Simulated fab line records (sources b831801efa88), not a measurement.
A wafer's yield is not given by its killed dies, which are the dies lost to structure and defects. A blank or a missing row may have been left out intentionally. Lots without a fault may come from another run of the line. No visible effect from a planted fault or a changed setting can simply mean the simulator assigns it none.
fab line records + flow sky130
[record]
- lots = 6
- wafers = 18
- lastDay = 50
route steps=708 shown SD_N@344 SD_P@359
lots that met no fault: from a run of the same line without faults
startH: start of the lot's first displayed wafer, in hours after the record's first day + waitH: hours elapsed since this lot's preceding step + " identical to the entry in the row above + L1.1+2: one row covering several wafers at once + - either no value or no given start + * or withheld: withheld + < > ~ a bound
route shown NAME@n: NAME is a module with steps in the file, n the number in the route of the first one + usual: mean/standard deviation of fault-free wafers + same: alike in all rows + chamber/n: place in a boat + sites: each site's reading + _std_site: the standard deviation of these + _edge_site: the outer-site mean with the inner-site mean subtracted + radiusMm: how far each site lies from the wafer's centre + mask NAME#n: copy n + behind: tool/chamber where the wafer was last shaped + hold: reason for holding the lot/hours on hold/outcome of the hold + device: the n, p or np transistor that did not switch + end of line: tests of these same wafers at the route's end + for a step that has no rows: nothing shown but its recipe + killed: at the first sort, the dies lost to defects and structure; wafer yield is something else + map: dies across one wafer; x = killed, . = not, _ = none there
set.NAME: the setting as run; set.NAME@STEP: as run at that earlier step + model.NAME: the simulator's own value behind a step, which no gauge read
certain route steps with their lots: each step a table, each wafer a row
services: from which hour (startH, from the record's first day; less than 0 if before it) a tool's chamber was out of use, for how many hours, and why
[[steps]]
[step SKY_SD_N_COAT_02]
[recipe]
- resist = NOVOLAK
- spinRpm = 3000
- resistThkNm = 1140
[step SKY_SD_N_SOFTBAKE_03]
[recipe]
- tempC = 90
- timeS = 60
- resist = NOVOLAK
[step SKY_SD_N_EXPOSE_04]
[recipe]
- maskId = NSDM
- na = 0.6
- sourceShape = conventional
- sigmaOuter = 0.6
- polarization = unpolarized
- targetCdNm = 380
- doseMj = 141
[step SKY_SD_N_PEB_05]
[recipe]
- tempC = withheld
- timeS = *
- resist = NOVOLAK
[step SKY_SD_N_DEVELOP_06]
[recipe]
- resist = NOVOLAK
- developer = TMAH
- developTimeS = 60
- devTempC = 23
[step SKY_SD_N_CD_MEAS_07]
[recipe]
- targetCdNm = 380
[usual]
- cdNm = 380.5/2.3
| lot.wafer | tool     | chamber | startH | waitH | cdNm  |
|-----------|----------|---------|--------|-------|-------|
| L921.1    | cdSem-01 | -       | 646.75 | 0.1   | 381.1 |
| L921.2    | "        | -       | "      | "     | 381.7 |
| L921.3    | "        | -       | "      | "     | 381.1 |
| L932.1    | cdSem-01 | -       | 738.03 | 0.1   | 381.7 |
| L932.4    | "        | -       | "      | "     | 381.0 |
| L932.6    | "        | -       | "      | "     | 380.0 |
| L933.3    | cdSem-02 | -       | 749.92 | 0.1   | 379.5 |
| L933.4    | "        | -       | "      | "     | 378.8 |
| L933.5    | "        | -       | "      | "     | 379.7 |
| L935.2    | cdSem-01 | -       | 764.25 | 0.1   | 380.1 |
| L935.4    | "        | -       | "      | "     | 380.7 |
| L935.6    | "        | -       | "      | "     | 379.6 |
| L939.1    | cdSem-01 | -       | 805.52 | 0.1   | 379.2 |
| L939.2    | "        | -       | "      | "     | 380.4 |
| L939.6    | "        | -       | "      | "     | 380.8 |
| L944.3    | cdSem-01 | -       | 824.77 | 0.1   | 382.5 |
| L944.5    | "        | -       | "      | "     | 382.6 |
| L944.6    | "        | -       | "      | "     | 382.6 |
[step SKY_SD_N_OVL_MEAS_08]
[usual]
- SD_N_OVL = 0.6/1.4
| lot.wafer | tool       | chamber | startH | waitH | SD_N_OVL[nm] |
|-----------|------------|---------|--------|-------|--------------|
| L921.1    | overlay-01 | -       | 646.87 | 0.1   | 2.5          |
| L921.2    | "          | -       | "      | "     | 3.4          |
| L921.3    | "          | -       | "      | "     | 1.0          |
| L932.1    | overlay-02 | -       | 738.15 | 0.1   | -1.7         |
| L932.4    | "          | -       | "      | "     | -1.2         |
| L932.6    | "          | -       | "      | "     | -2.6         |
| L933.3    | overlay-02 | -       | 750.01 | 0.1   | -0.6         |
| L933.4    | "          | -       | "      | "     | -1.0         |
| L933.5    | "          | -       | "      | "     | -0.3         |
| L935.2    | overlay-02 | -       | 764.36 | 0.1   | 0.5          |
| L935.4    | "          | -       | "      | "     | -0.8         |
| L935.6    | "          | -       | "      | "     | -1.0         |
| L939.1    | overlay-02 | -       | 805.64 | 0.1   | 3.2          |
| L939.2    | "          | -       | "      | "     | 0.4          |
| L939.6    | "          | -       | "      | "     | -0.8         |
| L944.3    | overlay-02 | -       | 824.86 | 0.1   | -1.6         |
| L944.5    | "          | -       | "      | "     | 2.1          |
| L944.6    | "          | -       | "      | "     | 1.8          |
[step SKY_SD_N_IMPLANT_09]
[recipe]
- species = As
- energyKev = 50
- doseCm2 = 4e+15
- tiltDeg = 0
[step SKY_SD_N_IMPLANT_10]
[recipe]
- species = P
- energyKev = 20
- doseCm2 = 1e+14
- tiltDeg = 0
[step SKY_SD_N_STRIP_11]
[recipe]
- chemistry = O2/N2
- powerW = 1400
- pressureMtorr = 1500
- platenTempC = withheld
- o2FlowSccm = 3000
- n2FlowSccm = 300
- overashFraction = 0.5
[usual]
- drypumpMotorCurrentA = 5.57/0.15
- oesProductAu = 0.528/0.0048
- stripTimeToEndpointS = 22.55/0.049
| lot.wafer | tool           | chamber | startH | waitH | drypumpMotorCurrentA | oesProductAu | rfHoursCounterH | stripTimeToEndpointS |
|-----------|----------------|---------|--------|-------|----------------------|--------------|-----------------|----------------------|
| L921.1    | plasmaAsher-04 | 0       | 647.21 | 0.1   | 5.86                 | 0.535        | 55              | 22.51                |
| L921.2    | "              | 1       | "      | "     | 5.34                 | 0.525        | 55              | 22.57                |
| L921.3    | "              | 0       | "      | "     | 5.83                 | 0.532        | -               | 22.51                |
| L932.1    | plasmaAsher-03 | 1       | 738.49 | 0.1   | 5.58                 | 0.527        | 29              | 22.50                |
| L932.4    | "              | 1       | "      | "     | 5.57                 | 0.530        | -               | 22.48                |
| L932.6    | "              | 0       | "      | "     | 5.53                 | 0.524        | -               | 22.51                |
| L933.3    | plasmaAsher-01 | 0       | 750.37 | 0.1   | 5.58                 | 0.528        | -               | 22.52                |
| L933.4    | "              | 1       | "      | "     | 5.54                 | 0.531        | -               | 22.56                |
| L933.5    | "              | 0       | "      | "     | 5.60                 | 0.521        | -               | 22.54                |
| L935.2    | plasmaAsher-01 | 1       | 764.69 | 0.1   | 5.51                 | 0.528        | 2               | 22.51                |
| L935.4    | "              | 0       | "      | "     | 5.52                 | 0.522        | -               | 22.56                |
| L935.6    | "              | 1       | "      | "     | 5.54                 | 0.521        | -               | 22.55                |
| L939.1    | plasmaAsher-03 | 0       | 805.98 | 0.1   | 5.54                 | 0.531        | 36              | 22.61                |
| L939.2    | "              | 1       | "      | "     | 5.57                 | 0.536        | 36              | 22.64                |
| L939.6    | "              | 0       | "      | "     | 5.54                 | 0.528        | -               | 22.64                |
| L944.3    | plasmaAsher-03 | 1       | 825.22 | 0.1   | 5.59                 | 0.525        | -               | 22.53                |
| L944.5    | "              | 1       | "      | "     | 5.59                 | 0.525        | -               | 22.53                |
| L944.6    | "              | 0       | "      | "     | 5.55                 | 0.531        | -               | 22.51                |
[step SKY_SD_N_TW_MEAS_12]
[usual]
- SD_N_TW = 3973/31
| lot.wafer | tool         | chamber | startH | waitH | SD_N_TW |
|-----------|--------------|---------|--------|-------|---------|
| L921.1    | filmMetro-03 | -       | 647.31 | 0.1   | 3979    |
| L921.2    | "            | -       | "      | "     | 3960    |
| L921.3    | "            | -       | "      | "     | 3977    |
| L932.1    | filmMetro-01 | -       | 738.59 | 0.1   | 3986    |
| L932.4    | "            | -       | "      | "     | 4015    |
| L932.6    | "            | -       | "      | "     | 4015    |
| L933.3    | filmMetro-04 | -       | 750.46 | 0.1   | 3948    |
| L933.4    | "            | -       | "      | "     | 3952    |
| L933.5    | "            | -       | "      | "     | 3923    |
| L935.2    | filmMetro-03 | -       | 764.80 | 0.1   | 3975    |
| L935.4    | "            | -       | "      | "     | 3954    |
| L935.6    | "            | -       | "      | "     | 3946    |
| L939.1    | filmMetro-01 | -       | 806.08 | 0.1   | 3982    |
| L939.2    | "            | -       | "      | "     | 4000    |
| L939.6    | "            | -       | "      | "     | 4005    |
| L944.3    | filmMetro-04 | -       | 825.31 | 0.1   | 3946    |
| L944.5    | "            | -       | "      | "     | 3984    |
| L944.6    | "            | -       | "      | "     | 3958    |
[step SKY_SD_N_CLEAN_13]
[recipe]
- chemistry = SC1/SC2
- mix = 1:4:20
- tempC = 70
- timeS = 150
- dry = n2Spin
[step SKY_SD_N_RTA_14]
[recipe]
- tempC = 1075
- timeS = 2
- idleTempC = 650
- rampUpCPerS = 150
- rampDownCPerS = 90
- ambient = N2
[usual]
- lampPowerPct = 15.74/0.052
- wafer_temp_C_max = 1078.0/1.2
| lot.wafer | tool         | chamber | startH | waitH | lampPowerPct | wafer_temp_C_max |
|-----------|--------------|---------|--------|-------|--------------|------------------|
| L921.1    | rtpAnneal-01 | 0       | 647.42 | 0.0   | 15.73        | 1077.8           |
| L921.2    | "            | 0       | "      | "     | 15.79        | 1077.1           |
| L921.3    | "            | 0       | "      | "     | 15.71        | 1077.2           |
| L932.1    | rtpAnneal-02 | 0       | 738.70 | 0.0   | 15.69        | 1074.9           |
| L932.4    | "            | 0       | "      | "     | 15.62        | 1079.0           |
| L932.6    | "            | 0       | "      | "     | 15.72        | 1078.5           |
| L933.3    | rtpAnneal-01 | 0       | 750.57 | 0.0   | 14.81        | 1076.2           |
| L933.4    | "            | 0       | "      | "     | 14.83        | 1077.1           |
| L933.5    | "            | 0       | "      | "     | 14.88        | 1077.6           |
| L935.2    | rtpAnneal-01 | 0       | 764.92 | 0.0   | 14.73        | 1079.3           |
| L935.4    | "            | 0       | "      | "     | 14.89        | 1078.3           |
| L935.6    | "            | 0       | "      | "     | 14.85        | 1079.9           |
| L939.1    | rtpAnneal-02 | 0       | 806.19 | 0.0   | 15.77        | 1077.6           |
| L939.2    | "            | 0       | "      | "     | 15.73        | 1076.7           |
| L939.6    | "            | 0       | "      | "     | 15.72        | 1080.0           |
| L944.3    | rtpAnneal-02 | 0       | 825.42 | 0.0   | 15.78        | 1080.7           |
| L944.5    | "            | 0       | "      | "     | 15.75        | 1080.3           |
| L944.6    | "            | 0       | "      | "     | 15.87        | 1077.9           |
[step SKY_SD_N_RS_MEAS_16]
[recipe]
- thkMeasGauge = four-point-probe
[usual]
- SD_N_RS = 68.52/0.12
| lot.wafer | tool         | chamber | startH | waitH | hold                    | SD_N_RS[ohm/sq] |
|-----------|--------------|---------|--------|-------|-------------------------|-----------------|
| L921.1    | filmMetro-03 | -       | 647.59 | 0.1   | -                       | 68.49           |
| L921.2    | "            | -       | "      | "     | -                       | 68.32           |
| L921.3    | "            | -       | "      | "     | -                       | 68.61           |
| L932.1    | filmMetro-04 | -       | 738.87 | 0.1   | -                       | 68.63           |
| L932.4    | "            | -       | "      | "     | -                       | 68.66           |
| L932.6    | "            | -       | "      | "     | -                       | 68.43           |
| L933.3    | filmMetro-03 | -       | 750.76 | 0.1   | awaitDispo/0.2h/release | 72.58           |
| L933.4    | "            | -       | "      | "     | awaitDispo/0.2h/release | 72.63           |
| L933.5    | "            | -       | "      | "     | awaitDispo/0.2h/release | 72.62           |
| L933.3    | filmMetro-03 | -       | 751.12 | 0.3   | -                       | 72.55           |
| L933.4    | "            | -       | "      | "     | -                       | 72.60           |
| L933.5    | "            | -       | "      | "     | -                       | 72.45           |
| L935.2    | filmMetro-04 | -       | 765.11 | 0.1   | awaitDispo/0.2h/release | 72.79           |
| L935.4    | "            | -       | "      | "     | awaitDispo/0.2h/release | 72.80           |
| L935.6    | "            | -       | "      | "     | awaitDispo/0.2h/release | 72.85           |
| L935.2    | filmMetro-04 | -       | 765.47 | 0.3   | -                       | 72.79           |
| L935.4    | "            | -       | "      | "     | -                       | 72.95           |
| L935.6    | "            | -       | "      | "     | -                       | 72.96           |
| L939.1    | filmMetro-01 | -       | 806.37 | 0.1   | -                       | 68.56           |
| L939.2    | "            | -       | "      | "     | -                       | 68.37           |
| L939.6    | "            | -       | "      | "     | -                       | 68.32           |
| L944.3    | filmMetro-01 | -       | 825.61 | 0.1   | -                       | 68.55           |
| L944.5    | "            | -       | "      | "     | -                       | 68.66           |
| L944.6    | "            | -       | "      | "     | -                       | 68.47           |
[step SKY_SD_N_RS_MEAS_17]
[recipe]
- thkMeasGauge = four-point-probe
[usual]
- SD_P_RS = 146.9/0.39
| lot.wafer | tool         | chamber | startH | waitH | hold                    | SD_P_RS[ohm/sq] |
|-----------|--------------|---------|--------|-------|-------------------------|-----------------|
| L921.1    | filmMetro-03 | -       | 647.71 | 0.1   | -                       | 146.3           |
| L921.2    | "            | -       | "      | "     | -                       | 146.0           |
| L921.3    | "            | -       | "      | "     | -                       | 146.8           |
| L932.1    | filmMetro-04 | -       | 738.99 | 0.1   | -                       | 146.9           |
| L932.4    | "            | -       | "      | "     | -                       | 146.9           |
| L932.6    | "            | -       | "      | "     | -                       | 146.7           |
| L933.3    | filmMetro-03 | -       | 752.53 | 1.4   | awaitDispo/0.2h/release | 171.5           |
| L933.4    | "            | -       | "      | "     | awaitDispo/0.2h/release | 171.3           |
| L933.5    | "            | -       | "      | "     | awaitDispo/0.2h/release | 171.3           |
| L933.3    | filmMetro-03 | -       | 752.82 | 0.3   | -                       | 171.5           |
| L933.4    | "            | -       | "      | "     | -                       | 171.5           |
| L933.5    | "            | -       | "      | "     | -                       | 171.6           |
| L935.2    | filmMetro-04 | -       | 768.34 | 2.8   | awaitDispo/0.2h/release | 171.8           |
| L935.4    | "            | -       | "      | "     | awaitDispo/0.2h/release | 172.1           |
| L935.6    | "            | -       | "      | "     | awaitDispo/0.2h/release | 172.5           |
| L935.2    | filmMetro-04 | -       | 768.62 | 0.3   | -                       | 172.0           |
| L935.4    | "            | -       | "      | "     | -                       | 171.9           |
| L935.6    | "            | -       | "      | "     | -                       | 172.5           |
| L939.1    | filmMetro-01 | -       | 806.49 | 0.1   | -                       | 147.0           |
| L939.2    | "            | -       | "      | "     | -                       | 146.6           |
| L939.6    | "            | -       | "      | "     | -                       | 147.0           |
| L944.3    | filmMetro-01 | -       | 825.73 | 0.1   | -                       | 147.6           |
| L944.5    | "            | -       | "      | "     | -                       | 146.9           |
| L944.6    | "            | -       | "      | "     | -                       | 147.0           |
[[services]]
| tool           | chamber | startH | hours | kind      |
|----------------|---------|--------|-------|-----------|
| plasmaAsher-03 | -       | 638.39 | 21.8  | repair    |
| plasmaAsher-01 | -       | 668.19 | 2.0   | repair    |
| rtpAnneal-02   | -       | 677.02 | 2.8   | pm        |
| plasmaAsher-04 | -       | 679.46 | 2.8   | pm        |
| plasmaAsher-04 | -       | 692.07 | 13.4  | repair    |
| plasmaAsher-04 | -       | 706.34 | 2.1   | repair    |
| plasmaAsher-04 | -       | 733.33 | 7.1   | repair    |
| plasmaAsher-01 | -       | 733.75 | 9.0   | pm        |
| plasmaAsher-01 | 0       | 733.75 | 9.0   | ventCycle |
| plasmaAsher-01 | 1       | 733.75 | 9.0   | ventCycle |
| plasmaAsher-01 | 0       | 742.75 | -     | clean     |
| plasmaAsher-01 | 1       | 742.75 | -     | clean     |
| plasmaAsher-01 | -       | 793.08 | 2.8   | pm        |
[[key]]
[firstSign]
- step = SKY_SD_N_RTA_14
- reading = lampPowerPct
- direction = down
- sigmas = 18
- usual = 15.74
- struck = 14.83
[effect]
- step = SKY_SD_N_RS_MEAS_16
- reading = visit
- direction = added
[effect]
- step = SKY_SD_N_RS_MEAS_16
- reading = SD_N_RS
- direction = up
- sigmas = 36
- usual = 68.52
- struck = 72.71
[effect]
- step = SKY_SD_N_RS_MEAS_17
- reading = visit
- direction = added
[effect]
- step = SKY_SD_N_RS_MEAS_17
- reading = SD_P_RS
- direction = up
- sigmas = 64
- usual = 146.9
- struck = 171.7
metAt SKY_SD_N_RTA_14
struckWafers L933.3,L933.4,L933.5,L935.2,L935.4,L935.6
scrappedBehind SKY_SD_N_RS_MEAS_17 L933.3,L933.4,L933.5,L935.2,L935.4,L935.6
onsetBetween 647.42 750.57
[fault]
- kind = processParameterDrift
- tool = rtpAnneal-01
- chamber = -
- onsetH = 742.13
- steps = SKY_SD_N_RTA_14
- channel = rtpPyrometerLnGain
- offset = 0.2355
- shape = step
- endH = 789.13
